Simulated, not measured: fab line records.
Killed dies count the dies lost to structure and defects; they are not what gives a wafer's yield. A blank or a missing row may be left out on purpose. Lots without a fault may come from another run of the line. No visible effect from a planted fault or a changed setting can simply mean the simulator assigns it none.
Which of the tools did it? | flow gf180mcu | 14 lots with 42 wafers sampled at 4 steps, on a route of 602 steps

## WHAT THE GAUGES SHOWED, per wafer
GF_M3_CD_MEAS_14: target cd 280 nm.
lot  | measured     | on        | cd-nm (nm)
L414 | day 21 06:20 | cd-sem-01 | 279.5 280.4 281.3
L417 | day 22 14:07 | cd-sem-02 | 282.1 281.3 281.8
L418 | day 23 00:35 | cd-sem-02 | - - -
L419 | day 23 06:37 | cd-sem-01 | - - -
L425 | day 25 08:24 | cd-sem-02 | 279.1 279.1 280.1
L428 | day 26 06:45 | cd-sem-02 | 279.5 279.1 280.8
L430 | day 26 22:56 | cd-sem-01 | 278.7 278.8 278.5
L431 | day 27 02:33 | cd-sem-02 | 279.9 280.1 279.4
L432 | day 27 09:31 | cd-sem-02 | 281.5 281.4 281.2
L433 | day 27 14:36 | cd-sem-02 | 278.4 278.4 277.3
L434 | day 27 23:50 | cd-sem-02 | 277.9 279.3 277.2
L435 | day 28 10:20 | cd-sem-01 | 280.4 281.0 280.4
L436 | day 28 14:51 | cd-sem-01 | 278.7 278.5 278.6
L437 | day 28 18:11 | cd-sem-01 | 279.1 280.0 279.6

## EACH LOT AND THE TOOL THAT RAN IT (in order: tool; ch and the chambers of the sampled wafers; start)
lot  | GF_V2_ETCH_16                      | GF_V2_STRIP_18                       | GF_M3_DEVELOP_13
L414 | rie-diel-04 ch 1,2,3, day 20 04:28 | plasma-asher-04 ch 0,1, day 20 04:35 | litho-track-01 ch 0, day 21 06:11
L417 | rie-diel-04 ch 0,1,2, day 21 13:34 | plasma-asher-03 ch 0,1, day 21 13:41 | litho-track-02 ch 0, day 22 13:58
L418 | rie-diel-02 ch 0,1,2, day 21 23:59 | plasma-asher-01 ch 0,1, day 22 00:07 | litho-track-04, day 23 00:26
L419 | rie-diel-01 ch 1,2,3, day 22 06:10 | plasma-asher-01 ch 0,1, day 22 06:17 | litho-track-02, day 23 06:28
L425 | rie-diel-01 ch 0,1, day 24 09:25   | plasma-asher-01 ch 0,1, day 24 09:32 | litho-track-02 ch 0, day 25 08:16
L428 | rie-diel-04 ch 0,2, day 25 07:34   | plasma-asher-03 ch 0,1, day 25 07:41 | litho-track-02 ch 0, day 26 06:37
L430 | rie-diel-02 ch 1,2,3, day 26 00:13 | plasma-asher-04 ch 0,1, day 26 00:20 | litho-track-04 ch 0, day 26 22:47
L431 | rie-diel-02 ch 0,2,3, day 26 04:20 | plasma-asher-01 ch 0, day 26 04:28   | litho-track-02 ch 0, day 27 02:25
L432 | rie-diel-01 ch 2,3, day 26 11:07   | plasma-asher-01 ch 0,1, day 26 11:14 | litho-track-01 ch 0, day 27 09:22
L433 | rie-diel-02 ch 0,1,3, day 26 16:20 | plasma-asher-01 ch 0,1, day 26 16:28 | litho-track-02 ch 0, day 27 14:28
L434 | rie-diel-02 ch 2,3, day 27 02:15   | plasma-asher-03 ch 0,1, day 27 02:25 | litho-track-01 ch 0, day 27 23:40
L435 | rie-diel-04 ch 1,2, day 27 13:09   | plasma-asher-03 ch 0,1, day 27 13:17 | litho-track-04 ch 0, day 28 10:11
L436 | rie-diel-04 ch 2,3, day 27 17:51   | plasma-asher-01 ch 0,1, day 27 17:59 | litho-track-01 ch 0, day 28 14:43
L437 | rie-diel-04 ch 0,2,3, day 27 20:53 | plasma-asher-03 ch 0,1, day 27 21:01 | litho-track-02 ch 0, day 28 18:02
- GF_V2_ETCH_16: etches BARC in N2/H2.
- GF_V2_STRIP_18: strips in O2/N2.
- GF_M3_DEVELOP_13: develop time 60 s.

## WHAT THE TOOLS THEMSELVES READ (means of the sampled wafers that have a number; where no wafer has one, the mark that the record gives instead)
GF_V2_ETCH_16.
lot  | tool        | drypump-motor-current-A (A) | oes-product-au (a.u.) | throttle-valve-pct (%)
L414 | rie-diel-04 | 5.5                         | 0.855                 | 13.219
L417 | rie-diel-04 | 5.4                         | 0.854                 | 13.226
L418 | rie-diel-02 | 6.3                         | 0.859                 | 13.220
L419 | rie-diel-01 | 5.9                         | 0.851                 | 13.232
L425 | rie-diel-01 | 6.0                         | 0.851                 | 13.226
L428 | rie-diel-04 | 5.5                         | 0.852                 | 13.228
L430 | rie-diel-02 | 6.0                         | 0.860                 | 13.224
L431 | rie-diel-02 | 5.8                         | 0.856                 | 13.233
L432 | rie-diel-01 | 6.1                         | 0.855                 | 13.225
L433 | rie-diel-02 | 5.7                         | 0.855                 | 13.223
L434 | rie-diel-02 | 6.2                         | 0.854                 | 13.221
L435 | rie-diel-04 | 5.4                         | 0.851                 | 13.233
L436 | rie-diel-04 | 5.7                         | 0.853                 | 13.217
L437 | rie-diel-04 | 5.6                         | 0.856                 | 13.222

GF_V2_STRIP_18.
lot  | tool            | drypump-motor-current-A (A) | heater-power-w (W) | oes-product-au (a.u.)
L414 | plasma-asher-04 | 6.27                        | 369                | 0.590
L417 | plasma-asher-03 | 6.15                        | 321                | 0.589
L418 | plasma-asher-01 | 6.55                        | 358                | 0.589
L419 | plasma-asher-01 | 6.55                        | 355                | 0.587
L425 | plasma-asher-01 | 6.57                        | 356                | 0.590
L428 | plasma-asher-03 | 6.15                        | 325                | 0.595
L430 | plasma-asher-04 | 6.29                        | 376                | 0.598
L431 | plasma-asher-01 | 6.56                        | 351                | 0.596
L432 | plasma-asher-01 | 6.55                        | 368                | 0.591
L433 | plasma-asher-01 | 6.54                        | 359                | 0.595
L434 | plasma-asher-03 | 6.04                        | 339                | 0.593
L435 | plasma-asher-03 | 6.14                        | 320                | 0.593
L436 | plasma-asher-01 | 6.54                        | 360                | 0.593
L437 | plasma-asher-03 | 6.16                        | 326                | 0.593

GF_M3_DEVELOP_13.
lot  | tool           | chill-plate-temp-C (C)
L414 | litho-track-01 | 22.98
L417 | litho-track-02 | 23.02
L418 | litho-track-04 | -
L419 | litho-track-02 | -
L425 | litho-track-02 | 22.92
L428 | litho-track-02 | 22.94
L430 | litho-track-04 | 22.92
L431 | litho-track-02 | 22.97
L432 | litho-track-01 | 23.11
L433 | litho-track-02 | 22.99
L434 | litho-track-01 | 22.97
L435 | litho-track-04 | 23.00
L436 | litho-track-01 | 22.91
L437 | litho-track-02 | 22.91

## THE ANSWER, worked out from the rows above alone
Rule: the usual values come from the lots themselves. The widest of any qualifying gaps counts: lots, ordered by their means at a reading, are off when they make up no more than a third of the lots, leave a main group of 4 or more, and stand apart from it by 3 or more times the standard deviation of that group's means. If all means in a main group match to the digits the tables above print for the reading, that group is not used. Also off: a lot with no number at a reading for which 4 or more lots have one. Where the step has rows for the other lots, those lots are counted as sound. Order of review: gauges by route order, followed by the tools' own readings, for which a lot's mean as printed above is used. The first step at which some lot is off is used, and at that step the reading that is off furthest; a lot without a number counts as furthest.
Off: L418, L419, at GF_M3_CD_MEAS_14 (cd-nm). Without a number there: L418, L419. Mean 279.7 nm and standard deviation 1.1 in the main group.
If a tool, at a process step before that reading, ran all the lots that are off and no sound lot after the first of them, it fits. Not tried: the gauges at GF_M3_CD_MEAS_14; whatever is off there is also off at GF_M3_DEVELOP_13, on other tools, and gauge error can't account for it. None of those tried fits.

## WHAT THE SIMULATOR HAD PUT IN
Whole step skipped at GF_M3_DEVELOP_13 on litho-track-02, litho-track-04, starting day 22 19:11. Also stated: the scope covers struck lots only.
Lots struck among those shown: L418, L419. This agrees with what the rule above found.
